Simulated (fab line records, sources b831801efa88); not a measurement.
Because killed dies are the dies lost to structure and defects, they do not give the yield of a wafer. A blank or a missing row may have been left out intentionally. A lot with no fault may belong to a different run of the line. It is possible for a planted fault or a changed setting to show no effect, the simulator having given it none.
Code-filled problem report in 8D (eight disciplines) form    flow sky130    the parts of the form that need people (team, actions taken, sign-off) are left out

== 1. PROBLEM STATEMENT ==
Mean of cathode_dc_power_W at SKY_METAL4_SPUTTER_04: 7509.9 W across 6 wafers in 2 lots; on wafers with no fault it is 6500.0 W (standard deviation 1.1). That is +99 or more standard deviations from the usual mean.
The step: material TiN, target thk 70 nm, time 58.3 s.
The first sign was on wafer L192.1 at day 44 03:14, on pvd_sputter-04. The record holds 18 wafers of 6 lots with a number at this step. The rule behind "out" and "out of limits": a value lying over 4 standard deviations away from the usual mean. The rest of the wafers with a number are treated as sound.

== 2. WHAT IT IS, AND WHAT IT ISN'T ==
question                     is                      is not
which readings at this step  cathode_dc_power_W      -
which lots                   L192, L193              L182, L184, L194, L200
which wafers of those lots   all that have a number  -
read on which tools          pvd_sputter-04          pvd_sputter-01, pvd_sputter-02
when                         from day 44 03:14       up to then (6 sound wafers); but 6 sound wafers of L194, L200 came after

== 3. WHAT RULES OUT EACH SUSPECT ==
Counting: any tool at a process step up to the reading is kept as a suspect provided that every lot that is out went through it and no sound lot did after the first of them.
- pvd_sputter-04 at SKY_METAL4_SPUTTER_00 (material Ti, target thk 15 nm, time 10 s): kept. It processed each lot that is out, first L192 at day 44 03:07, and no sound lot thereafter; up to then, the last sound lot it processed was L182 at day 40 16:56.
- pvd_sputter-04 at SKY_METAL4_SPUTTER_02 (material AlCu, target thk 735 nm, time 38.4 s): kept. It processed each lot that is out, first L192 at day 44 03:10, and no sound lot thereafter; up to then, the last sound lot it processed was L182 at day 40 16:59.
- pvd_sputter-04 at SKY_METAL4_SPUTTER_04 (material TiN, target thk 70 nm, time 58.3 s): kept. It processed each lot that is out, first L192 at day 44 03:14, and no sound lot thereafter; up to then, the last sound lot it processed was L182 at day 40 17:02. On those wafers its own readings are out: cathode_dc_power_W.
Still standing after the count: pvd_sputter-04 at SKY_METAL4_SPUTTER_00, pvd_sputter-04 at SKY_METAL4_SPUTTER_02, pvd_sputter-04 at SKY_METAL4_SPUTTER_04.

== 4. THE CAUSE (what the simulator had put in) ==
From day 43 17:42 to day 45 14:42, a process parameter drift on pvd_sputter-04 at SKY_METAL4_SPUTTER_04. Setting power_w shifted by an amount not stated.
Counting leaves 3 suspects; this tool is one of them.

== 5. THE EFFECT CHAIN, in route order ==
Each row: a reading where the mean over the struck wafers with a number is more than 3 standard deviations away from the usual. Only readings whose record carries a usual standard deviation are examined. hours: median over the lots of the time between each lot's start at the first step of this table that gives one and its start at this step. sigmas: the change, counted in usual standard deviations.
hours  step                   reading             usual     on struck wafers  change   sigmas
0      SKY_METAL4_SPUTTER_04  cathode_dc_power_W  6500.0 W  7509.9            +1009.9  +99 or more
Process steps it contains:
- SKY_METAL4_SPUTTER_04: material TiN, target thk 70 nm, time 58.3 s.

== 6. WHAT WOULD HAVE CAUGHT IT SOONER ==
The fault began at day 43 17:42; the first out-of-limits reading in this record came at day 44 03:14, 10 hours later.
